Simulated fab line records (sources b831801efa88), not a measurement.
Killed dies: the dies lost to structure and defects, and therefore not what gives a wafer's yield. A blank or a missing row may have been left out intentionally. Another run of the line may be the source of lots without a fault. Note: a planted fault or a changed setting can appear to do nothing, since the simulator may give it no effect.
A lot that was struck, set against a sound lot / flow sky130 / 23 steps out of a route of 708
Sound: these wafers, L651.1, L651.2, L651.6. Struck: wafers L660.2, L660.3. (L660.4 of the same lot was not struck and is left out.) The cause comes at the end.
Per side, at each step with rows, come the tool, then ch with its chambers, and then its first start. Under that, the readings that differ: sound wafers / struck wafers / difference of the means / sigmas: that difference in standard deviations of wafers without a fault.
alike: readings with means less than 2 such deviations apart, plus words and numbers identical on both sides. not compared: withheld readings, readings lacking a value on some wafer, bounds such as >300 that could conceal the same value, and numbers that have no deviation in the record and whose values overlap.
Wherever a step has rows on one side only, a row that says differs or no value, or a row with sigmas, the two part there. Numbers that don't overlap but have no deviation are shown without sigmas and don't part them. A reading missing from all wafers of one side parts the sides only when that side holds two or more wafers.

first, 8 steps without rows for these wafers: SKY_LDD_N_IMPLANT_08; SKY_LDD_N_IMPLANT_09; SKY_LDD_N_IMPLANT_10; SKY_LDD_N_IMPLANT_11; SKY_LDD_N_IMPLANT_12; SKY_LDD_N_IMPLANT_13; SKY_LDD_N_IMPLANT_14; SKY_LDD_N_IMPLANT_15.
SKY_LDD_N_STRIP_16: strips in O2/N2.
  sound on plasmaAsher-03 ch 0,1, day 21 15:07; struck on plasmaAsher-04 ch 0, day 25 03:04
reading=drypumpMotorCurrentA (A); sound=5.2 5.9 5.2; struck=6.2 6.1; difference=+0.7; sigmas=+2
  alike: oesProductAu, stripTimeToEndpointS
  not compared: rfHoursCounterH
SKY_LDD_N_TW_MEAS_17:
  sound on filmMetro-04, day 21 15:13; struck on filmMetro-04, day 25 03:10
  alike: LDD_N_TW
then, 2 steps without rows for these wafers: SKY_LDD_P_DEHYDRATE_00 (time 60 s); SKY_LDD_P_HMDS_01 (prime time 60 s).
SKY_LDD_P_COAT_02: resist thk 1140 nm.
  sound on lithoTrack-04 ch 0, day 22 06:29; struck on lithoTrack-04 ch 0, day 25 16:51
reading=model.NOVOLAK_of_LDD_P_COAT_02.thkNm (nm); sound=1138 1141 1140; struck=1314 1317; difference=+176; sigmas=
then, 3 steps without rows for these wafers: SKY_LDD_P_SOFTBAKE_03 (time 60 s); SKY_LDD_P_EXPOSE_04 (exposes mask PSDM, target cd 380 nm); SKY_LDD_P_PEB_05.
SKY_LDD_P_DEVELOP_06: develop time 60 s.
  sound on lithoTrack-04 ch 0, day 22 20:56; struck on lithoTrack-03 ch 0, day 26 07:47
reading=model.NOVOLAK_of_LDD_P_COAT_02.thkNm (nm); sound=1138 1141 1140; struck=1314 1317; difference=+176; sigmas=
SKY_LDD_P_CD_MEAS_07 targets a cd of 380 nm.
  sound on cdSem-02, day 22 21:05; struck on cdSem-01, day 26 07:56
reading=cdNm (nm); sound=375.2 378.4 375.8; struck=362.4 363.0; difference=-13.8; sigmas=-6
SKY_LDD_P_OVL_MEAS_08:
  sound on overlay-01, day 22 21:12; struck on overlay-02, day 26 08:02
  alike: LDD_P_OVL
next, for these wafers, 1 step has no rows: SKY_LDD_P_IMPLANT_09.
SKY_LDD_P_STRIP_10: strips in O2/N2.
  sound on plasmaAsher-04 ch 0,1, day 22 21:23; struck on plasmaAsher-01 ch 0,1, day 26 08:13
reading=drypumpMotorCurrentA (A); sound=5.69 6.14 6.14; struck=5.51 5.39; difference=-0.54; sigmas=-2
reading=stripTimeToEndpointS (s); sound=14.16 14.20 14.18; struck=16.13 16.18; difference=+1.98; sigmas=+43
  alike: oesProductAu
  not compared: rfHoursCounterH
SKY_LDD_P_TW_MEAS_11:
  sound on filmMetro-04, day 22 21:29; struck on filmMetro-01, day 26 08:20
  alike: LDD_P_TW
next, for these wafers, 1 step has no rows: SKY_PAD_OPEN_PROBE_99.

## WHERE THEY PART
First at SKY_LDD_N_STRIP_16; last, within this record, at SKY_LDD_P_STRIP_10. Later steps at which nothing parts them and some readings are alike: SKY_LDD_P_TW_MEAS_11.

WHY: what had been put in by the simulator
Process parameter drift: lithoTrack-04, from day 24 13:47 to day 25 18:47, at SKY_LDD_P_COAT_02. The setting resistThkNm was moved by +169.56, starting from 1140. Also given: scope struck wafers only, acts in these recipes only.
